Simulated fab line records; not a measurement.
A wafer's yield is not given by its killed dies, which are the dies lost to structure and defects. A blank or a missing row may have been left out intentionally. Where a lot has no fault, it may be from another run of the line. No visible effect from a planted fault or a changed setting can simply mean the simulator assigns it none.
fab line records	flow gf180mcu
record: lots: 11	wafers: 33	last_day: 33
route steps=602 shown V2@385 M3@425 V3@431
lots untouched by any fault: they come from a run of this same line in which no faults occurred
start_h: hours from the record's first day to the start of the lot's first wafer shown	wait_h: time in hours since the lot's previous step	" as in the row above	L1.1+2: a row that stands for several wafers	- no value, or no start given	* or withheld: withheld	< > ~ a bound
route shown NAME@n: names a module that has steps shown in the file, with the first one's number in the route	usual: mean and standard deviation over wafers with no fault	same: alike in all rows	chamber/n: place in a boat	sites: the reading at each site	_std_site: their standard deviation	_edge_site: inner sites' mean taken away from outer sites' mean	radius_mm: for every site, how far away it sits from the centre of the wafer	mask NAME#n: copy n	behind: tool/chamber where the wafer was last shaped	hold: why the lot was held/for how many hours/how that ended	device: which transistor (n, p or np) failed to switch	end of line: the route-end tests of the same wafers	where a step has no rows: the recipe by itself	killed: dies that structure and defects cost at the first sort, which is not the same as the wafer's yield	map: dies across one wafer; x = killed, . = not, _ = none there
set.NAME: the setting the step ran with; set.NAME@STEP: the setting that earlier step ran with	model.NAME: the simulator's own value behind a step, which no gauge read
the route's steps for a sample of lots (tables are steps, rows are wafers)
services: when a tool's chamber went out of use (start_h, in hours from the record's first day, below 0 if earlier), for how many hours, and the reason
== steps ==
step: GF_V2_THK_MEAS_03
recipe: reads: SiO2_of_V2_CVD_02
usual: V2_CVD_02_THK: 851/10
lot.wafer	tool	chamber	start_h	wait_h	V2_CVD_02_THK[nm]
L264.1	film_metro-01	-	439.18	0.0	842
L264.2	"	-	"	"	837
L264.5	"	-	"	"	849
L268.2	film_metro-04	-	473.91	0.0	847
L268.3	"	-	"	"	852
L268.6	"	-	"	"	851
L269.2	film_metro-04	-	484.03	0.0	837
L269.4	"	-	"	"	848
L269.6	"	-	"	"	861
L271.1	film_metro-04	-	501.41	0.0	840
L271.2	"	-	"	"	841
L271.5	"	-	"	"	845
L273.2	film_metro-01	-	524.61	0.0	844
L273.3	"	-	"	"	834
L273.6	"	-	"	"	850
L274.2	film_metro-01	-	530.35	0.0	849
L274.4	"	-	"	"	848
L274.6	"	-	"	"	845
L276.2	film_metro-04	-	546.52	0.1	853
L276.4	"	-	"	"	870
L276.5	"	-	"	"	859
L277.1	film_metro-01	-	550.22	0.0	838
L277.4	"	-	"	"	867
L277.6	"	-	"	"	865
L278.2	film_metro-04	-	563.58	0.0	857
L278.4	"	-	"	"	862
L278.6	"	-	"	"	853
L279.1	film_metro-03	-	568.29	0.0	857
L279.3	"	-	"	"	863
L279.4	"	-	"	"	859
L280.1	film_metro-04	-	580.61	0.0	855
L280.3	"	-	"	"	854
L280.6	"	-	"	"	870
step: GF_M3_METAL_ETCH_16
recipe: chemistry: Cl2/BCl3	mask_material: KrF	target_depth_nm: 627.5	stop_on: SiO2	pressure_mtorr: 8	icp_w: 800	bias_w: 140	Cl2_flow_sccm: 80	bcl3_flow_sccm: 40	time_s: 104.6
usual: chamber_pressure_mTorr: 8.001/0.0076	drypump_motor_current_A: 5.92/0.27	oes_product_au: 0.972/0.0068	rf_fwd_power_W: 796.5/2.6	throttle_valve_pct: 28.249/0.01
lot.wafer	tool	chamber	start_h	wait_h	chamber_pressure_mTorr	drypump_motor_current_A	oes_product_au	rf_fwd_power_W	rf_hours_counter_h	throttle_valve_pct
L264.1	rie_metal-04	0	489.58	0.0	8.005	5.91	0.969	789.9	7	28.254
L264.2	"	1	"	"	8.001	5.97	0.972	798.2	0	28.255
L264.5	"	0	"	"	7.999	5.91	0.970	794.1	-	28.236
L268.2	rie_metal-01	0	524.48	0.0	7.988	6.50	0.958	794.9	1	28.249
L268.3	"	1	"	"	8.007	5.55	0.975	798.0	-	28.254
L268.6	"	1	"	"	8.002	5.53	0.965	796.6	-	28.249
L269.2	rie_metal-02	1	532.43	0.0	8.003	6.03	0.978	793.6	7	28.245
L269.4	"	1	"	"	8.011	6.02	0.977	800.5	-	28.223
L269.6	"	0	"	"	8.001	5.65	0.972	795.5	-	28.242
L271.1	rie_metal-02	0	550.13	0.0	8.001	5.66	0.959	795.2	11	28.256
L271.2	"	1	"	"	8.002	6.03	0.966	798.1	8	28.267
L271.5	"	1	"	"	7.996	6.03	0.967	798.9	-	28.253
L273.2	rie_metal-01	0	571.96	0.0	7.995	6.48	0.979	794.0	3	28.241
L273.3	"	1	"	"	7.998	5.57	0.981	799.2	-	28.244
L273.6	"	1	"	"	7.997	5.57	0.983	800.5	-	28.251
L274.2	rie_metal-04	0	577.32	0.0	7.997	5.90	0.966	796.4	9	28.269
L274.4	"	0	"	"	7.995	5.92	0.980	798.0	-	28.244
L274.6	"	0	"	"	8.006	5.92	0.979	796.7	-	28.245
L276.2	rie_metal-02	1	593.18	0.0	8.004	6.05	0.975	795.8	9	28.243
L276.4	"	0	"	"	8.013	5.63	0.971	792.4	-	28.240
L276.5	"	1	"	"	8.008	6.04	0.980	798.9	-	28.236
L277.1	rie_metal-02	1	597.81	0.0	7.997	6.02	0.982	796.1	9	28.238
L277.4	"	0	"	"	7.985	5.65	0.977	794.8	-	28.235
L277.6	"	1	"	"	7.983	6.03	0.980	798.9	-	28.236
L278.2	rie_metal-01	1	607.43	0.0	8.005	5.57	0.978	795.6	5	28.253
L278.4	"	0	"	"	8.001	6.49	0.982	795.4	-	28.241
L278.6	"	0	"	"	8.018	6.50	0.973	790.6	-	28.253
L279.1	rie_metal-02	1	612.47	0.0	8.000	6.03	0.972	926.7	10	28.253
L279.3	"	1	"	"	7.991	6.05	0.965	925.9	-	28.253
L279.4	"	0	"	"	8.006	5.63	0.970	795.4	-	28.262
L280.1	rie_metal-02	1	625.62	0.0	7.991	6.05	0.981	927.7	10	28.234
L280.3	"	0	"	"	7.993	5.64	0.986	800.1	-	28.237
L280.6	"	0	"	"	8.007	5.62	0.985	801.3	-	28.261
step: GF_M3_STRIP_17
recipe: chemistry: O2/N2	power_w: 1400	pressure_mtorr: 1500	platen_temp_c: 250	o2_flow_sccm: 3000	n2_flow_sccm: 300	overash_fraction: 0.5
usual: chamber_pressure_mTorr: 1499.9/1.4	drypump_motor_current_A: 5.9/0.35	heater_power_w: 333/24	oes_product_au: 0.558/0.0054	strip_time_to_endpoint_s: 7.86/0.057
lot.wafer	tool	chamber	start_h	wait_h	chamber_pressure_mTorr	drypump_motor_current_A	heater_power_w	oes_product_au	rf_hours_counter_h	strip_time_to_endpoint_s
L264.1	plasma_asher-03	1	489.73	0.1	1500.4	5.4	311	0.549	88	7.91
L264.2	"	0	"	"	1500.7	6.2	379	0.566	88	7.94
L264.5	"	0	"	"	1500.4	6.2	366	0.553	-	7.94
L268.2	plasma_asher-02	1	524.60	0.1	1500.9	6.3	338	0.545	70	7.81
L268.3	"	0	"	"	1497.2	5.8	329	0.552	-	7.79
L268.6	"	1	"	"	1498.1	6.3	333	0.556	-	7.82
L269.2	plasma_asher-02	0	532.54	0.1	1496.3	5.8	329	0.560	71	7.92
L269.4	"	1	"	"	1502.8	6.3	333	0.561	-	7.88
L269.6	"	0	"	"	1499.2	5.8	330	0.556	-	7.85
L271.1	plasma_asher-03	0	550.24	0.1	1501.4	6.2	373	0.568	95	7.82
L271.2	"	1	"	"	1498.4	5.4	311	0.556	95	7.90
L271.5	"	1	"	"	1499.4	5.4	315	0.560	-	7.88
L273.2	plasma_asher-02	0	572.07	0.1	1500.3	5.8	323	0.558	75	7.82
L273.3	"	0	"	"	1498.0	5.8	317	0.552	-	7.82
L273.6	"	0	"	"	1499.8	5.8	337	0.547	-	7.82
L274.2	plasma_asher-01	1	577.43	0.1	1501.4	6.0	336	0.570	50	7.91
L274.4	"	0	"	"	1501.7	5.6	302	0.561	-	7.90
L274.6	"	0	"	"	1500.9	5.6	301	0.565	-	7.91
L276.2	plasma_asher-03	1	593.29	0.1	1501.3	5.4	316	0.564	100	7.82
L276.4	"	0	"	"	1502.0	6.2	381	0.558	-	7.82
L276.5	"	1	"	"	1497.2	5.4	318	0.563	-	7.81
L277.1	plasma_asher-03	0	597.92	0.1	1498.5	6.2	377	0.562	100	7.83
L277.4	"	1	"	"	1496.9	5.4	317	0.560	-	7.83
L277.6	"	1	"	"	1501.1	5.4	315	0.556	-	7.81
L278.2	plasma_asher-02	0	607.54	0.1	1500.2	5.8	330	0.561	79	7.83
L278.4	"	1	"	"	1499.7	6.3	330	0.553	-	7.85
L278.6	"	0	"	"	1498.6	5.8	327	0.559	-	7.81
L279.1	plasma_asher-03	0	612.58	0.1	1498.4	6.2	370	0.543	102	7.47
L279.3	"	0	"	"	1498.3	6.2	373	0.545	-	7.45
L279.4	"	1	"	"	1498.8	5.4	318	0.552	-	7.77
L280.1	plasma_asher-03	0	625.73	0.1	1497.7	6.2	374	0.540	103	7.49
L280.3	"	0	"	"	1500.6	6.2	388	0.561	-	7.83
L280.6	"	1	"	"	1499.0	5.4	312	0.560	-	7.81
step: GF_V3_CVD_02
recipe: material: SiO2	target_thk_nm: 850	precursor: TEOS	temp_c: 400	time_s: 94.851	rf_w: 600
usual: heater_power_w: 621/110	susceptor_temp_C: 400.02/0.23
lot.wafer	tool	chamber	start_h	wait_h	heater_power_w	susceptor_temp_C
L264.1	pecvd-04	0	490.40	0.1	652	399.60
L264.2	"	2	"	"	728	399.76
L264.5	"	0	"	"	717	400.07
L268.2	pecvd-04	1	525.26	0.0	503	399.94
L268.3	"	0	"	"	704	400.63
L268.6	"	0	"	"	575	400.20
L269.2	pecvd-03	2	533.22	0.0	760	399.70
L269.4	"	0	"	"	768	400.07
L269.6	"	2	"	"	785	399.58
L271.1	pecvd-04	0	550.95	0.1	700	399.91
L271.2	"	1	"	"	438	400.18
L271.5	"	1	"	"	460	400.30
L273.2	pecvd-02	1	572.77	0.0	821	400.00
L273.3	"	2	"	"	605	400.03
L273.6	"	2	"	"	654	399.92
L274.2	pecvd-04	2	578.10	0.0	722	400.14
L274.4	"	2	"	"	599	399.81
L274.6	"	0	"	"	563	399.78
L276.2	pecvd-04	2	594.00	0.0	606	399.90
L276.4	"	1	"	"	398	399.95
L276.5	"	2	"	"	657	400.21
L277.1	pecvd-04	0	598.68	0.1	659	399.91
L277.4	"	1	"	"	406	400.48
L277.6	"	2	"	"	723	400.26
L278.2	pecvd-04	0	608.22	0.0	591	400.05
L278.4	"	0	"	"	641	400.06
L278.6	"	1	"	"	492	400.17
L279.1	pecvd-02	2	613.31	0.1	738	399.95
L279.3	"	1	"	"	827	400.07
L279.4	"	0	"	"	545	400.15
L280.1	pecvd-04	1	626.39	0.1	519	400.18
L280.3	"	1	"	"	409	400.13
L280.6	"	1	"	"	464	399.96
step: GF_V3_CD_MEAS_14
recipe: target_cd_nm: 260
usual: cd_nm: 260.0/1.4
lot.wafer	tool	chamber	start_h	wait_h	cd_nm
L264.1	cd_sem-02	-	515.43	0.1	256.2
L264.2	"	-	"	"	256.5
L264.5	"	-	"	"	256.8
L268.2	cd_sem-02	-	547.95	0.1	262.0
L268.3	"	-	"	"	260.5
L268.6	"	-	"	"	262.0
L269.2	cd_sem-02	-	556.00	0.1	258.6
L269.4	"	-	"	"	258.9
L269.6	"	-	"	"	258.2
L271.1	cd_sem-01	-	574.31	0.1	259.3
L271.2	"	-	"	"	259.1
L271.5	"	-	"	"	258.7
L273.2	cd_sem-02	-	596.73	0.1	258.3
L273.3	"	-	"	"	258.4
L273.6	"	-	"	"	258.9
L274.2	cd_sem-02	-	600.38	0.1	260.6
L274.4	"	-	"	"	260.1
L274.6	"	-	"	"	261.3
L276.2	cd_sem-02	-	615.70	0.1	259.9
L276.4	"	-	"	"	261.1
L276.5	"	-	"	"	261.5
L277.1	cd_sem-02	-	619.58	0.1	259.8
L277.4	"	-	"	"	260.4
L277.6	"	-	"	"	260.4
L278.2	cd_sem-02	-	629.00	0.1	260.8
L278.4	"	-	"	"	259.9
L278.6	"	-	"	"	260.0
L279.1	cd_sem-02	-	634.28	0.1	261.3
L279.3	"	-	"	"	261.8
L279.4	"	-	"	"	261.5
L280.1	cd_sem-01	-	646.68	0.1	261.3
L280.3	"	-	"	"	262.1
L280.6	"	-	"	"	261.2
== services ==
tool	chamber	start_h	hours	kind
rie_metal-04	1	466.80	14.3	repair
pecvd-02	-	495.20	2.8	pm
pecvd-04	-	505.41	1.0	repair
rie_metal-01	1	538.55	1.9	repair
pecvd-04	-	559.26	2.8	pm
rie_metal-04	-	564.92	0.2	repair
rie_metal-02	0	572.22	-	clean
rie_metal-02	0	572.22	11.2	scheduled_down
rie_metal-02	0	572.22	11.2	vent_cycle
rie_metal-02	-	578.52	2.8	pm
pecvd-02	-	587.27	14.6	pm
rie_metal-04	1	588.20	6.6	repair
pecvd-03	-	590.38	28.1	pm
pecvd-03	0	619.90	12.5	repair
pecvd-04	2	624.53	10.9	repair
== key ==
first_sign: step: GF_M3_METAL_ETCH_16	reading: rf_fwd_power_W	direction: up	sigmas: 50	usual: 796.5	struck: 926.8
effect: step: GF_M3_STRIP_17	reading: strip_time_to_endpoint_s	direction: down	sigmas: 6.9	usual: *	struck: *
met_at GF_M3_METAL_ETCH_16
struck_lots L279,L280
struck_wafers L279.1,L279.3,L280.1
not_acting_at GF_V2_THK_MEAS_03,GF_V3_CVD_02,GF_V3_CD_MEAS_14
onset_between 597.81 612.47
fault: kind: process_parameter_drift	tool: rie_metal-02	chamber: 1	onset_h: 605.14	steps: GF_M3_METAL_ETCH_16	channel: icp_w	offset: 128	shape: step	end_h: 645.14	acts_in: these_recipes_only	stated: 800
